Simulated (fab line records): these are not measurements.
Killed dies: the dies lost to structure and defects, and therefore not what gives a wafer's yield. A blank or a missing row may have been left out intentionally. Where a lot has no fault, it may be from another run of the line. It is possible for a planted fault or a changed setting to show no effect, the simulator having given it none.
Which tool did it? + flow gf180mcu + 24 lots, 72 wafers sampled, at 6 steps of a route of 602

WHAT THE GAUGES SHOWED, per wafer
GF_V2_RS_MEAS_24: measures by four-point-probe. Usual: V2_W_RS gives 0.327 ohm/sq (standard deviation 0.0038).
| lot  | measured     | on            | V2_W_RS (ohm/sq)  | flag |
|------|--------------|---------------|-------------------|------|
| L074 | day 19 23:53 | film_metro-02 | 0.324 0.322 0.320 |      |
| L075 | day 20 15:43 | film_metro-03 | 0.325 0.321 0.328 |      |
| L076 | day 21 01:08 | film_metro-02 | 0.326 0.325 0.324 |      |
| L077 | day 21 05:49 | film_metro-02 | 0.324 0.328 0.326 |      |
| L078 | day 21 21:48 | film_metro-02 | 0.336 0.335 0.327 |      |
| L079 | day 22 04:20 | film_metro-01 | 0.331 0.335 0.329 |      |
| L080 | day 22 07:46 | film_metro-01 | 0.329 0.327 0.325 |      |
| L081 | day 23 05:52 | film_metro-01 | 0.318 0.322 0.323 |      |
| L082 | day 23 06:46 | film_metro-03 | 0.335 0.332 0.332 |      |
| L083 | day 23 12:28 | film_metro-03 | 0.323 0.326 0.327 |      |
| L084 | day 24 04:13 | film_metro-01 | 0.330 0.329 0.325 |      |
| L085 | day 24 10:59 | film_metro-02 | 0.321 0.324 0.326 |      |
| L086 | day 24 18:46 | film_metro-01 | 0.329 0.329 0.326 |      |
| L087 | day 25 02:13 | film_metro-01 | 0.324 0.317 0.325 |      |
| L088 | day 25 12:20 | film_metro-02 | 0.331 0.328 0.332 |      |
| L089 | day 25 19:46 | film_metro-02 | 0.332 0.326 0.328 |      |
| L090 | day 25 23:47 | film_metro-02 | 0.328 0.328 0.325 |      |
| L091 | day 26 09:10 | film_metro-03 | 0.323 0.331 0.326 |      |
| L092 | day 26 14:49 | film_metro-03 | 0.332 0.333 0.329 |      |
| L093 | day 26 20:37 | film_metro-01 | 0.325 0.328 0.323 |      |
| L094 | day 27 01:40 | film_metro-02 | 0.329 0.326 0.331 |      |
| L095 | day 27 11:36 | film_metro-01 | 0.328 0.332 0.327 |      |
| L096 | day 27 20:01 | film_metro-01 | 0.327 0.325 0.332 |      |
| L097 | day 28 02:10 | film_metro-03 | 0.324 0.329 0.325 |      |

GF_M3_OVL_MEAS_15. Usual: M3_OVL gives -4 nm (standard deviation 5.7).
| lot  | measured     | on         | M3_OVL (nm) | flag |
|------|--------------|------------|-------------|------|
| L074 | day 21 00:32 | overlay-01 | -7 -6 3     |      |
| L075 | day 21 16:14 | overlay-02 | -11 6 -5    |      |
| L076 | day 22 01:38 | overlay-02 | 2 -8 0      |      |
| L077 | day 22 06:04 | overlay-02 | -3 -5 -4    |      |
| L078 | day 22 22:07 | overlay-02 | -4 -1 -3    |      |
| L079 | day 23 05:08 | overlay-02 | -6 2 3      |      |
| L080 | day 23 08:46 | overlay-01 | -11 -7 -8   |      |
| L081 | day 24 05:50 | overlay-01 | -7 -7 -1    |      |
| L082 | day 24 06:24 | overlay-01 | -10 -9 -11  |      |
| L083 | day 24 11:07 | overlay-01 | 2 0 -7      |      |
| L084 | day 25 03:10 | overlay-01 | -4 -5 -4    |      |
| L085 | day 25 09:34 | overlay-01 | -1 -2 -2    |      |
| L086 | day 25 17:04 | overlay-01 | -8 6 1      |      |
| L087 | day 26 00:10 | overlay-01 | -1 -4 -5    |      |
| L088 | day 26 10:10 | overlay-01 | -10 -8 -12  |      |
| L089 | day 26 17:24 | overlay-02 | -6 -8 0     |      |
| L090 | day 26 21:02 | overlay-01 | 3 -7 1      |      |
| L091 | day 27 05:50 | overlay-02 | -11 -6 3    |      |
| L092 | day 27 11:19 | overlay-02 | 3 -8 -1     |      |
| L093 | day 27 16:58 | overlay-01 | -2 -6 -4    |      |
| L094 | day 27 22:10 | overlay-02 | 1 0 0       |      |
| L095 | day 28 07:52 | overlay-01 | -12 -7 -6   |      |
| L096 | day 28 16:19 | overlay-01 | 3 -4 3      |      |
| L097 | day 28 22:08 | overlay-02 | -14 -9 -3   |      |

GF_V4_THK_MEAS_25: measures by xrf. Usual: V4_W_THK gives 363 nm (standard deviation 4.5).
| lot  | measured     | on            | V4_W_THK (nm) | flag |
|------|--------------|---------------|---------------|------|
| L074 | day 24 06:10 | film_metro-02 | 368 370 363   |      |
| L075 | day 24 19:25 | film_metro-02 | 369 364 365   |      |
| L076 | day 25 05:14 | film_metro-01 | 372 374 360   |      |
| L077 | day 25 09:23 | film_metro-01 | 361 357 358   |      |
| L078 | day 25 21:59 | film_metro-01 | 360 356 370   |      |
| L079 | day 26 04:38 | film_metro-03 | 362 364 371   |      |
| L080 | day 26 08:41 | film_metro-02 | 358 355 362   |      |
| L081 | day 27 03:04 | film_metro-02 | 360 365 361   |      |
| L082 | day 27 04:00 | film_metro-02 | 364 365 359   |      |
| L083 | day 27 07:35 | film_metro-02 | 360 357 357   |      |
| L084 | day 27 22:22 | film_metro-01 | 364 364 372   |      |
| L085 | day 28 05:01 | film_metro-01 | 360 362 364   |      |
| L086 | day 28 11:11 | film_metro-01 | 363 365 372   |      |
| L087 | day 28 18:13 | film_metro-02 | 366 360 370   |      |
| L088 | day 29 03:34 | film_metro-01 | 363 365 362   |      |
| L089 | day 29 09:30 | film_metro-01 | 364 363 359   |      |
| L090 | day 29 13:33 | film_metro-01 | 360 369 369   |      |
| L091 | day 29 22:32 | film_metro-03 | 357 367 363   |      |
| L092 | day 30 02:43 | film_metro-02 | 362 365 369   |      |
| L093 | day 30 07:39 | film_metro-02 | 369 367 351   |      |
| L094 | day 30 13:52 | film_metro-03 | 364 367 361   |      |
| L095 | day 30 22:16 | film_metro-03 | 363 361 364   |      |
| L096 | day 31 05:11 | film_metro-01 | 367 363 367   |      |
| L097 | day 31 11:11 | film_metro-03 | 359 362 362   |      |

GF_M5_OVL_MEAS_08. Usual: M5_OVL gives 6 nm (standard deviation 5.4).
| lot  | measured     | on         | M5_OVL (nm) | flag |
|------|--------------|------------|-------------|------|
| L074 | day 26 02:41 | overlay-02 | 6 -3 6      |      |
| L075 | day 26 14:56 | overlay-02 | 5 11 4      |      |
| L076 | day 26 23:28 | overlay-02 | 2 -5 2      |      |
| L077 | day 27 03:59 | overlay-02 | -3 -3 2     |      |
| L078 | day 27 15:57 | overlay-02 | 8 -1 10     |      |
| L079 | day 27 22:49 | overlay-02 | 6 16 10     |      |
| L080 | day 28 01:46 | overlay-01 | 3 7 13      |      |
| L081 | day 28 20:10 | overlay-02 | 1 4 7       |      |
| L082 | day 28 20:50 | overlay-01 | -2 -1 7     |      |
| L083 | day 29 01:04 | overlay-02 | 13 9 5      |      |
| L084 | day 29 13:46 | overlay-02 | 6 4 6       |      |
| L085 | day 29 21:02 | overlay-02 | 5 10 13     |      |
| L086 | day 30 02:01 | overlay-02 | 3 7 11      |      |
| L087 | day 30 08:03 | overlay-02 | 2 11 12     |      |
| L088 | day 30 18:16 | overlay-02 | -1 -4 0     |      |
| L089 | day 30 23:16 | overlay-02 | 15 11 15    |      |
| L090 | day 31 02:55 | overlay-02 | 3 7 5       |      |
| L091 | day 31 11:46 | overlay-02 | 1 4 3       |      |
| L092 | day 31 16:17 | overlay-01 | 7 2 2       |      |
| L093 | day 31 19:53 | overlay-02 | 14 13 21    |      |
| L094 | day 32 01:36 | overlay-01 | 0 3 6       |      |
| L095 | day 32 09:42 | overlay-02 | 0 3 4       |      |
| L096 | day 32 15:52 | overlay-02 | 12 13 12    |      |
| L097 | day 32 20:28 | overlay-01 | 15 17 10    |      |

GF_TOP_METAL_RS_MEAS_05: measures by four-point-probe. Usual: TOP_METAL_ALCU_RS gives 0.0327 ohm/sq (standard deviation 0.00037).
| lot  | measured     | on            | TOP_METAL_ALCU_RS (ohm/sq) | flag |
|------|--------------|---------------|----------------------------|------|
| L074 | day 27 02:48 | film_metro-04 | 0.0333 0.0333 0.0329       |      |
| L075 | day 27 14:20 | film_metro-02 | 0.0331 0.0331 0.0329       |      |
| L076 | day 27 22:53 | film_metro-03 | 0.0329 0.0321 0.0326       |      |
| L077 | day 28 03:13 | film_metro-04 | 0.0329 0.0322 0.0327       |      |
| L078 | day 28 15:14 | film_metro-03 | 0.0325 0.0332 0.0329       |      |
| L079 | day 28 22:08 | film_metro-02 | 0.0328 0.0328 0.0324       |      |
| L080 | day 29 00:54 | film_metro-04 | 0.0333 0.0331 0.0329       |      |
| L081 | day 29 18:43 | film_metro-04 | 0.0326 0.0324 0.0327       |      |
| L082 | day 29 19:07 | film_metro-04 | 0.0327 0.0327 0.0329       |      |
| L083 | day 29 23:09 | film_metro-02 | 0.0329 0.0325 0.0324       |      |
| L084 | day 30 11:13 | film_metro-04 | 0.0326 0.0322 0.0328       |      |
| L085 | day 30 18:14 | film_metro-04 | 0.0330 0.0328 0.0329       |      |
| L086 | day 30 23:00 | film_metro-03 | 0.0325 0.0328 0.0322       |      |
| L087 | day 31 04:53 | film_metro-04 | 0.0326 0.0319 0.0323       |      |
| L088 | day 31 14:38 | film_metro-03 | 0.0332 0.0330 0.0335       |      |
| L089 | day 31 20:16 | film_metro-04 | 0.0328 0.0328 0.0324       |      |
| L090 | day 31 23:43 | film_metro-02 | 0.0324 0.0322 0.0322       |      |
| L091 | day 32 09:49 | film_metro-02 | 0.0324 0.0324 0.0326       |      |
| L092 | day 32 13:46 | film_metro-02 | 0.0326 0.0325 0.0326       |      |
| L093 | day 32 16:44 | film_metro-02 | 0.0329 0.0332 0.0329       |      |
| L094 | day 32 19:52 | film_metro-04 | 0.0325 0.0329 0.0326       |      |
| L095 | day 33 06:55 | film_metro-02 | 0.0332 0.0333 0.0336       |      |
| L096 | day 33 12:56 | film_metro-02 | 0.0329 0.0325 0.0328       |      |
| L097 | day 33 16:31 | film_metro-03 | 0.0325 0.0334 0.0334       |      |

TOOL THAT RAN EACH LOT (tool first, then ch and the chambers of the sampled wafers, then the start)
| lot  | GF_V3_STRIP_18                       |
|------|--------------------------------------|
| L074 | plasma_asher-04 ch 0,1, day 22 02:03 |
| L075 | plasma_asher-02 ch 0,1, day 22 17:43 |
| L076 | plasma_asher-01 ch 0,1, day 23 03:14 |
| L077 | plasma_asher-02 ch 0,1, day 23 07:19 |
| L078 | plasma_asher-04 ch 0,1, day 23 23:02 |
| L079 | plasma_asher-01 ch 1, day 24 05:38   |
| L080 | plasma_asher-01 ch 1, day 24 09:41   |
| L081 | plasma_asher-01 ch 0,1, day 25 05:49 |
| L082 | plasma_asher-04 ch 0,1, day 25 06:08 |
| L083 | plasma_asher-02 ch 0,1, day 25 10:47 |
| L084 | plasma_asher-01 ch 0, day 26 01:25   |
| L085 | plasma_asher-02 ch 0,1, day 26 08:19 |
| L086 | plasma_asher-01 ch 0,1, day 26 15:26 |
| L087 | plasma_asher-01 ch 0,1, day 26 22:01 |
| L088 | plasma_asher-04 ch 1, day 27 07:44   |
| L089 | plasma_asher-01 ch 0,1, day 27 14:43 |
| L090 | plasma_asher-04 ch 0,1, day 27 18:35 |
| L091 | plasma_asher-01 ch 1, day 28 03:29   |
| L092 | plasma_asher-04 ch 0,1, day 28 08:25 |
| L093 | plasma_asher-01 ch 0,1, day 28 14:46 |
| L094 | plasma_asher-02 ch 0,1, day 28 19:59 |
| L095 | plasma_asher-02 ch 0,1, day 29 04:40 |
| L096 | plasma_asher-04 ch 0,1, day 29 13:07 |
| L097 | plasma_asher-02 ch 0,1, day 29 18:35 |
- GF_V3_STRIP_18: strips in O2/N2.

WHAT THE TOOLS THEMSELVES READ (means of the sampled wafers that have a number; where no wafer has one, the mark that the record gives instead)
GF_V3_STRIP_18. Usual: drypump_motor_current_A 5.8 A, standard deviation 0.32; heater_power_w 357 W, standard deviation 24; oes_product_au 0.595 a.u., standard deviation 0.0054.
| lot  | tool            | drypump_motor_current_A (A) | heater_power_w (W) | oes_product_au (a.u.) | flag |
|------|-----------------|-----------------------------|--------------------|-----------------------|------|
| L074 | plasma_asher-04 | 6.1                         | 366                | 0.596                 |      |
| L075 | plasma_asher-02 | 6.1                         | 354                | 0.592                 |      |
| L076 | plasma_asher-01 | 5.6                         | 362                | 0.599                 |      |
| L077 | plasma_asher-02 | 6.1                         | 335                | 0.590                 |      |
| L078 | plasma_asher-04 | 5.9                         | 372                | 0.591                 |      |
| L079 | plasma_asher-01 | 5.3                         | 341                | 0.599                 |      |
| L080 | plasma_asher-01 | 5.3                         | 340                | 0.594                 |      |
| L081 | plasma_asher-01 | 5.5                         | 351                | 0.593                 |      |
| L082 | plasma_asher-04 | 6.1                         | 367                | 0.593                 |      |
| L083 | plasma_asher-02 | 6.1                         | 352                | 0.593                 |      |
| L084 | plasma_asher-01 | 5.8                         | 372                | 0.595                 |      |
| L085 | plasma_asher-02 | 6.1                         | 329                | 0.598                 |      |
| L086 | plasma_asher-01 | 5.5                         | 355                | 0.593                 |      |
| L087 | plasma_asher-01 | 5.5                         | 358                | 0.596                 |      |
| L088 | plasma_asher-04 | 5.8                         | 382                | 0.594                 |      |
| L089 | plasma_asher-01 | 5.6                         | 363                | 0.595                 |      |
| L090 | plasma_asher-04 | 5.9                         | 371                | 0.593                 |      |
| L091 | plasma_asher-01 | 5.3                         | 337                | 0.596                 |      |
| L092 | plasma_asher-04 | 5.9                         | 372                | 0.598                 |      |
| L093 | plasma_asher-01 | 5.5                         | 354                | 0.603                 |      |
| L094 | plasma_asher-02 | 6.1                         | 352                | 0.592                 |      |
| L095 | plasma_asher-02 | 6.1                         | 330                | 0.595                 |      |
| L096 | plasma_asher-04 | 6.1                         | 369                | 0.595                 |      |
| L097 | plasma_asher-02 | 6.1                         | 354                | 0.600                 |      |

THE ANSWER, worked out from the rows above alone
Rule: lot off if the mean of its wafers having a number is beyond 3 standard deviations from the usual mean. A lot without any number at a reading at which 4 lots or more have one is off too. All remaining lots with rows at the step are treated as sound. The gauges are gone through in route order, then the tools' own readings, and for those a lot's mean is taken as printed above. The first step at which some lot is off is used, and at that step the reading that is off furthest; a lot without a number counts as furthest.
No lot is off on any of the readings shown, so nothing can be concluded from this.

WHAT WAS PUT IN BY THE SIMULATOR
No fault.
